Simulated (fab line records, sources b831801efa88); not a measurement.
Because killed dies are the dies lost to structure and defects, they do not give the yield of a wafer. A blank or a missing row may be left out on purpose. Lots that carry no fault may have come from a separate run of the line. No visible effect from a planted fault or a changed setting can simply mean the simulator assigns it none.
What tool caused it? | flow gf180mcu | 13 lots, 39 wafers sampled, at 5 steps of a route of 602

## WHAT THE GAUGES READ, wafer by wafer
GF_PSD_RS_MEAS_14: the measuring method here is four-point-probe. Usual: NSD_RS typically reads 45.76 ohm/sq, with standard deviation 0.078.
lot  | measured     | on            | NSD_RS (ohm/sq)   | flag
L954 | day 15 03:17 | film_metro-04 | 45.72 45.83 45.78 |
L955 | day 15 13:24 | film_metro-01 | 45.89 45.83 45.75 |
L957 | day 16 06:43 | film_metro-01 | 45.77 45.75 45.80 |
L958 | day 16 10:41 | film_metro-02 | 45.64 45.70 45.68 |
L959 | day 16 19:31 | film_metro-01 | 45.72 45.88 45.76 |
L962 | day 17 19:55 | film_metro-02 | 45.66 45.80 45.72 |
L964 | day 18 14:46 | film_metro-04 | 45.62 45.85 45.71 |
L965 | day 18 20:58 | film_metro-04 | 45.77 45.78 45.71 |
L970 | day 20 13:58 | film_metro-01 | 47.14 47.18 47.16 | OFF
L971 | day 21 06:30 | film_metro-01 | 47.07 47.16 47.15 | OFF
L972 | day 21 09:29 | film_metro-04 | 47.04 47.04 47.01 | OFF
L973 | day 21 15:55 | film_metro-02 | 45.62 45.72 45.73 |
L974 | day 22 02:46 | film_metro-01 | 45.93 45.81 45.87 |

GF_PSD_RS_MEAS_15: the measuring method here is four-point-probe. Usual: PSD_RS typically reads 108.50 ohm/sq, with standard deviation 0.26.
lot  | measured     | on            | PSD_RS (ohm/sq)      | flag
L954 | day 15 03:24 | film_metro-04 | 108.04 108.41 108.28 |
L955 | day 15 13:31 | film_metro-01 | 108.86 108.60 108.89 |
L957 | day 16 06:50 | film_metro-01 | 108.67 108.52 108.64 |
L958 | day 16 10:49 | film_metro-02 | 108.06 108.00 108.12 |
L959 | day 16 19:38 | film_metro-01 | 108.59 108.69 108.77 |
L962 | day 17 20:02 | film_metro-02 | 108.16 108.54 108.43 |
L964 | day 18 14:53 | film_metro-04 | 108.34 108.90 108.62 |
L965 | day 18 21:05 | film_metro-04 | 108.27 108.64 108.31 |
L970 | day 20 14:05 | film_metro-01 | 115.05 115.32 115.39 | OFF
L971 | day 21 06:37 | film_metro-01 | 115.20 115.11 115.64 | OFF
L972 | day 21 09:36 | film_metro-04 | 115.31 115.15 114.99 | OFF
L973 | day 21 16:02 | film_metro-02 | 108.49 108.34 108.05 |
L974 | day 22 02:53 | film_metro-01 | 108.85 108.51 108.94 |

GF_SAB_CD_MEAS_09: target cd 420 nm. Usual: cd_nm reads 419.9 nm (standard deviation 2.1).
lot  | measured     | on        | cd_nm (nm)        | flag
L954 | day 16 01:12 | cd_sem-02 | 422.9 423.6 423.3 |
L955 | day 16 11:31 | cd_sem-02 | 424.5 422.8 422.1 |
L957 | day 17 04:25 | cd_sem-01 | 417.4 418.0 417.6 |
L958 | day 17 08:44 | cd_sem-02 | 420.4 418.8 417.8 |
L959 | day 17 18:04 | cd_sem-02 | 420.6 420.5 417.1 |
L962 | day 18 20:01 | cd_sem-02 | 415.3 417.3 417.9 |
L964 | day 19 15:04 | cd_sem-01 | 418.4 417.0 419.5 |
L965 | day 19 21:25 | cd_sem-02 | 422.9 422.8 421.2 |
L970 | day 21 14:19 | cd_sem-01 | 421.4 420.3 423.0 |
L971 | day 22 06:15 | cd_sem-02 | 423.2 419.8 422.7 |
L972 | day 22 08:53 | cd_sem-01 | 419.4 422.2 422.3 |
L973 | day 22 15:42 | cd_sem-02 | 421.2 420.1 421.8 |
L974 | day 23 01:58 | cd_sem-02 | 421.1 420.7 422.0 |

GF_SAB_OVL_MEAS_10. Usual: SAB_OVL typically reads -1.3 nm, with standard deviation 1.2.
lot  | measured     | on         | SAB_OVL (nm)   | flag
L954 | day 16 01:19 | overlay-02 | -0.8 -2.5 -1.5 |
L955 | day 16 11:37 | overlay-02 | -1.7 -0.5 -0.7 |
L957 | day 17 04:34 | overlay-02 | -0.9 -1.8 -2.3 |
L958 | day 17 08:53 | overlay-02 | -2.4 0.7 -0.6  |
L959 | day 17 18:11 | overlay-02 | -1.1 1.4 0.2   |
L962 | day 18 20:08 | overlay-01 | 0.6 0.0 -0.5   |
L964 | day 19 15:11 | overlay-01 | -3.3 -1.4 -1.8 |
L965 | day 19 21:32 | overlay-01 | -1.3 -1.6 -1.3 |
L970 | day 21 14:26 | overlay-02 | -0.7 -1.1 0.0  |
L971 | day 22 06:20 | overlay-02 | -2.3 -1.7 -3.1 |
L972 | day 22 08:59 | overlay-02 | -1.7 -3.5 -1.8 |
L973 | day 22 15:47 | overlay-02 | -2.8 -3.7 -3.8 |
L974 | day 23 02:05 | overlay-02 | 0.1 -0.8 -0.8  |

## EACH LOT AND THE TOOL THAT RAN IT (in order: tool; ch and the chambers of the sampled wafers; start)
lot  | GF_PSD_RTA_13
L954 | rtp_anneal-02 ch 0, day 15 03:11
L955 | rtp_anneal-02 ch 0, day 15 13:19
L957 | rtp_anneal-02 ch 0, day 16 06:38
L958 | rtp_anneal-01 ch 0, day 16 10:36
L959 | rtp_anneal-01 ch 0, day 16 19:26
L962 | rtp_anneal-01 ch 0, day 17 19:50
L964 | rtp_anneal-02 ch 0, day 18 14:41
L965 | rtp_anneal-02 ch 0, day 18 20:53
L970 | rtp_anneal-02 ch 0, day 20 13:53
L971 | rtp_anneal-02 ch 0, day 21 06:25
L972 | rtp_anneal-02 ch 0, day 21 09:23
L973 | rtp_anneal-01 ch 0, day 21 15:49
L974 | rtp_anneal-01 ch 0, day 22 02:41
- GF_PSD_RTA_13: time 20 s.

## AS READ BY THE TOOLS THEMSELVES (means over the sampled wafers that have a number; for cases with no such wafer, the mark the record gives instead)
GF_PSD_RTA_13. Usual: lamp_power_pct 31.5 %, standard deviation 1.4; wafer_temp_C_max 1031.0, standard deviation 1.3.
lot  | tool          | lamp_power_pct (%) | wafer_temp_C_max | flag
L954 | rtp_anneal-02 | 32.5               | 1030.4           |
L955 | rtp_anneal-02 | 32.5               | 1030.9           |
L957 | rtp_anneal-02 | 32.5               | 1031.8           |
L958 | rtp_anneal-01 | 29.6               | 1031.4           |
L959 | rtp_anneal-01 | 29.6               | 1031.1           |
L962 | rtp_anneal-01 | 29.7               | 1030.7           |
L964 | rtp_anneal-02 | 32.5               | 1030.4           |
L965 | rtp_anneal-02 | 32.5               | 1030.1           |
L970 | rtp_anneal-02 | 31.6               | 1020.4           | OFF
L971 | rtp_anneal-02 | 31.6               | 1020.5           | OFF
L972 | rtp_anneal-02 | 31.7               | 1020.4           | OFF
L973 | rtp_anneal-01 | 29.6               | 1033.1           |
L974 | rtp_anneal-01 | 29.6               | 1031.6           |

## THE ANSWER, worked out from the rows above alone
Rule: a lot is off if the mean of its wafers that have a number lies more than 3 standard deviations from the usual mean. A lot without any number at a reading at which 4 lots or more have one is off too. The other lots that the step has rows for count as sound. After the gauges, taken in route order, come the tools' own readings; for these a lot's mean is taken, as printed above. The first step at which some lot is off is used, and at that step the reading that is off furthest; a lot without a number counts as furthest.
Off: L970, L971, L972, at GF_PSD_RS_MEAS_14 (NSD_RS).
A tool fits if, at a process step before that reading, it ran every lot that is off, and no sound lot after the first of them. Not tried: the gauges at GF_PSD_RS_MEAS_14; whatever is off there is also off at GF_PSD_RTA_13, on other tools, and gauge error can't account for it. One candidate fits, namely rtp_anneal-02 at GF_PSD_RTA_13. A fault onset in the window from L965 (day 18 20:53, its last sound lot) to L970 (day 20 13:53, its first lot off) fits.
The tool's own readings at GF_PSD_RTA_13 bear it out: on the lots that are off they differ by more than 5 times the standard deviation of the sound lots' means. wafer_temp_C_max reads 1020.4 there against 1031.2 on the sound lots.

## WHAT THE SIMULATOR HAD INSERTED
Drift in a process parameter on rtp_anneal-02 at GF_PSD_RTA_13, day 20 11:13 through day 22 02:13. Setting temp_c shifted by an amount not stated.
Shown lots that were struck: L970, L971, L972. The rule above found the same.
